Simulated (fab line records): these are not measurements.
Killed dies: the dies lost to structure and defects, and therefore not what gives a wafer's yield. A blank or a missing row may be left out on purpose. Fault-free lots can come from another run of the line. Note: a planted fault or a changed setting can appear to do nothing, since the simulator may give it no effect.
One fault through the eyes of 2 desks || flow gf180mcu || each desk holds nothing but its own numbers, with what lay behind them at the end

AT THE METROLOGY DESK
What the gauges read for every lot (on any tool): the sampled wafers with a number, averaged. If a lot's mean is further than 4 standard deviations from the usual mean, the lot is out of limits and carries the mark OUT (the distance appears in the brackets).
Columns: A = V4_W_RS at GF_V4_RS_MEAS_24, usual 0.329 ohm/sq; B = MIM_CVD_05_THK at GF_MIM_THK_MEAS_06, usual 42.1 nm; C = MIM_ALCU_RS at GF_MIM_RS_MEAS_10, usual 0.1616 ohm/sq
{"lot": "L611", "first seen here": "day 24 15:59", "A": 0.333, "B": 42.3, "C": 0.1591}
{"lot": "L612", "first seen here": "day 25 07:29", "A": 0.327, "B": 42.9, "C": 0.1629}
{"lot": "L613", "first seen here": "day 25 13:26", "A": 0.324, "B": 42.1, "C": 0.1592}
{"lot": "L614", "first seen here": "day 25 22:10", "A": 0.332, "B": 42.0, "C": 0.1624}
{"lot": "L615", "first seen here": "day 26 04:17", "A": 0.332, "B": 42.5, "C": 0.1602}
{"lot": "L616", "first seen here": "day 26 17:01", "A": 0.325, "B": 42.0, "C": 0.1586}
{"lot": "L617", "first seen here": "day 26 20:40", "A": 0.330, "B": 42.6, "C": 0.1625}
{"lot": "L618", "first seen here": "day 27 14:28", "A": 0.329, "B": 41.2, "C": 0.1592}
{"lot": "L622", "first seen here": "day 28 09:49", "A": 0.330, "B": "58.3 (+26) OUT", "C": 0.1635}
{"lot": "L625", "first seen here": "day 29 14:23", "A": 0.337, "B": "57.6 (+25) OUT", "C": 0.1608}
{"lot": "L628", "first seen here": "day 30 04:19", "A": 0.332, "B": 42.0, "C": 0.1614}
{"lot": "L633", "first seen here": "day 31 10:51", "A": 0.327, "B": 42.4, "C": 0.1595}
{"lot": "L634", "first seen here": "day 31 16:11", "A": 0.332, "B": 42.1, "C": 0.1612}
This desk reports L622, L625 out of limits; the earliest was L622 at day 28 10:58 (MIM_CVD_05_THK at GF_MIM_THK_MEAS_06). Within limits: L611, L612, L613, L614, L615, L616, L617, L618, L628, L633, L634.

DESK OF THE TOOL OWNER: pecvd-03
The tool's own readings at GF_MIM_CVD_05 (deposits Si3N4, target thk 42 nm, time 29.086 s): means of the sampled wafers that have a number, for each lot that ran on this tool. If a lot's mean is further than 4 standard deviations from the usual mean, the lot is out of limits and carries the mark OUT (the distance appears in the brackets).
Columns: A = heaterPowerW at GF_MIM_CVD_05, usual 695 W
{"lot": "L614", "first seen here": "day 25 22:51", "A": 706}
{"lot": "L615", "first seen here": "day 26 04:59", "A": 753}
{"lot": "L617", "first seen here": "day 26 21:22", "A": 670}
{"lot": "L622", "first seen here": "day 28 10:55", "A": 701}
{"lot": "L625", "first seen here": "day 29 15:04", "A": 737}
Finding of this desk: none of the 5 lots has anything out of limits.

TAKEN TOGETHER
On L622, L625, the metrology desk was in a position to raise an alarm at day 28 10:58.
The desk of the tool owner found nothing out of limits.
Tool owner's desk: L622, L625 on record, inside its limits.
All the named lots went through GF_MIM_CVD_05 on pecvd-03.

WHAT THE SIMULATOR PUT IN
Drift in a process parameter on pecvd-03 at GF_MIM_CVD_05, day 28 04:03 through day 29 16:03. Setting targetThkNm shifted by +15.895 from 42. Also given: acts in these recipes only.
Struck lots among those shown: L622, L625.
Delay in hours, fault start to first out-of-limits reading, per desk: metrology desk 7.
